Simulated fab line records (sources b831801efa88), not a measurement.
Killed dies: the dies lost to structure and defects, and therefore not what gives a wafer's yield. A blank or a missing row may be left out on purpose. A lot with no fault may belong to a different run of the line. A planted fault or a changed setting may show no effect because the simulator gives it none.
8D (eight disciplines) problem report, filled in by code	flow sky130	the parts of the form that need people (team, actions taken, sign-off) are left out

1. WHAT WENT WRONG
At SKY_METAL4_METAL_ETCH_18, oes-product-au averages 0.978 a.u. over 3 wafers from 2 lots, while fault-free wafers read 0.865 a.u., standard deviation 0.0058. That puts it +20 standard deviations away from the usual mean.
The step: etches the open film in Cl2/BCl3, stops on SiO2, target depth 845 nm, time 183.1 s.
Seen first at day 46 10:24 on rie-metal-01, wafer L292.2. The record has a number at this step for 41 wafers belonging to 14 lots. By rule, "out" or "out of limits" means more than 4 standard deviations away from the usual mean. The other wafers with a number count as sound.

2. WHAT IT IS AND WHAT IT IS NOT
question	is	is not
which readings at this step	oes-product-au	drypump-motor-current-A, throttle-valve-pct
which lots	L292, L293	L275, L276, L277, L278, L279, L280, L281, L282, L283, L286, L295, L296
which wafers of those lots	L292.2, L293.2, L293.6	L292.5, L293.4
read on which tools	rie-metal-01	rie-metal-02, rie-metal-03
when	from day 46 10:24	up to then (31 sound wafers); but 7 sound wafers of L293, L295, L296 came after

3. WHAT RULES OUT EACH SUSPECT
Counting: any tool at a process step up to the reading remains a suspect provided it ran every lot that is out. Sound lots after the first of them don't rule it out here, since some wafers of a struck lot are sound.
- pvd-sputter-03 at SKY_METAL4_SPUTTER_02 (material AlCu, target thk 735 nm, time 39.1 s): kept. It ran every lot that is out, first L292 (day 44 14:10); its last sound lot up to then is L283 (day 42 02:28).
- rie-metal-01 at SKY_METAL4_METAL_ETCH_18 (etches the open film in Cl2/BCl3, stops on SiO2, target depth 845 nm, time 183.1 s): kept. It ran every lot that is out, first L292 (day 46 10:24); its last sound lot up to then is L286 (day 44 21:41). On those wafers its own readings are out: oes-product-au.
What counting leaves: pvd-sputter-03 at SKY_METAL4_SPUTTER_02 and rie-metal-01 at SKY_METAL4_METAL_ETCH_18.

4. THE CAUSE (what the simulator had put in)
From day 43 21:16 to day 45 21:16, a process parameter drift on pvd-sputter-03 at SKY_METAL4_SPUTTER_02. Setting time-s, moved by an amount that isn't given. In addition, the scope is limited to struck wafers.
This tool is one of the 2 suspects left after counting.

5. SEQUENCE OF EFFECTS, ordered by route
Each row: a reading whose mean over the struck wafers that have a number lies more than 3 standard deviations from the usual. Only readings for which the record gives a usual standard deviation are gone through. hours: the time from each lot's start at the first step in this table that gives one to its start at this step, as a median over the lots. sigmas: the change in usual standard deviations.
hours	step	reading	usual	on struck wafers	change	sigmas
0	SKY_METAL4_METAL_ETCH_18	oes-product-au	0.865 a.u.	0.978	+0.113	+20
It contains these process steps:
- SKY_METAL4_METAL_ETCH_18: etches the open film in Cl2/BCl3, stops on SiO2, target depth 845 nm, time 183.1 s.
At these later measuring or inspecting steps, every struck wafer for which the step has a row has a number for every such reading, and none has moved that far: SKY_VIA4_OVL_MEAS_11.

6. WHAT WOULD HAVE CAUGHT IT SOONER
The fault began at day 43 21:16; the first out-of-limits reading in this record came at day 46 10:24, 61 hours later.
Of the tool readings at SKY_METAL4_SPUTTER_02 for which the record gives a usual standard deviation, none was out on any struck wafer, so an alarm limit of 4 standard deviations on them would not have fired.
By day 46 10:24, every lot that is out (2) had started SKY_METAL4_SPUTTER_02 on pvd-sputter-03. Had the tool been put on hold then, not one of them would have been saved.
